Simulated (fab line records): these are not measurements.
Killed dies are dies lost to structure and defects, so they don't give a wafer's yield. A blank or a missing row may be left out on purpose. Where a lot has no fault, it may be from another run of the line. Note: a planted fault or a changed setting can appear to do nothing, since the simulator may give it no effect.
Matching of chambers + flow sfq line + cmp-02 running SFQ_TRILAYER_I4_CMP_CMP_100: 4 sister chambers
The step polishes SiO2. 8 wafers are shown with their chamber, then 8 later ones without.

WAFERS WITH THEIR CHAMBER
| wafer  | chamber | motor current A (A) | time to endpoint s (s) |
|--------|---------|---------------------|------------------------|
| L907.3 | 3       | 10.5                | 208                    |
| L907.6 | 3       | 11.8                | 205                    |
| L912.5 | 2       | 9.2                 | 214                    |
| L912.6 | 1       | 10.8                | 216                    |
| L919.3 | 0       | 10.2                | 219                    |
| L919.4 | 1       | 10.7                | 219                    |
| L919.5 | 0       | 9.5                 | 232                    |
| L920.4 | 2       | 10.0                | 211                    |

WAFERS WITHOUT THEIR CHAMBER
| wafer  | motor current A (A) | time to endpoint s (s) |
|--------|---------------------|------------------------|
| L920.2 | 10.8                | 207                    |
| L920.6 | 9.9                 | 213                    |
| L923.1 | 10.8                | 205                    |
| L923.4 | 10.5                | 225                    |
| L923.6 | 9.5                 | 222                    |
| L924.1 | 10.8                | 204                    |
| L924.5 | 11.9                | 211                    |
| L924.6 | 10.5                | 221                    |

WHICH CHAMBER EACH WENT THROUGH
| wafer  | from the rows above          | in truth |
|--------|------------------------------|----------|
| L920.2 | can't be placed: 3 or 1 or 2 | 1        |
| L920.6 | can't be placed: 2 or 1 or 3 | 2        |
| L923.1 | can't be placed: 3 or 2 or 1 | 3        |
| L923.4 | can't be placed: 0 or 1 or 2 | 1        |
| L923.6 | can't be placed: 0 or 2 or 1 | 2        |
| L924.1 | can't be placed: 3 or 2 or 1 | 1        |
| L924.5 | can't be placed: 3 or 1      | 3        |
| L924.6 | can't be placed: 1 or 0 or 2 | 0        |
Correct placement for 0 of the 8. These rows do not allow placing 8 (true chamber among the candidates in 8). Placed wrongly: 0.
How it was worked out, from the rows above alone: a wafer's distance from a chamber is the root of the sum, over the readings, of the square of ((its reading less the chamber's mean) divided by the reading's scatter). If the next closest chamber is less than 2 further off than the closest, the wafer can't be placed; otherwise it belongs to the closest. A chamber's mean is the mean of its shown wafers. The scatter is the square root of a quotient: the sum, over the shown wafers, of each reading's squared deviation from its chamber's mean, divided by wafers minus chambers.
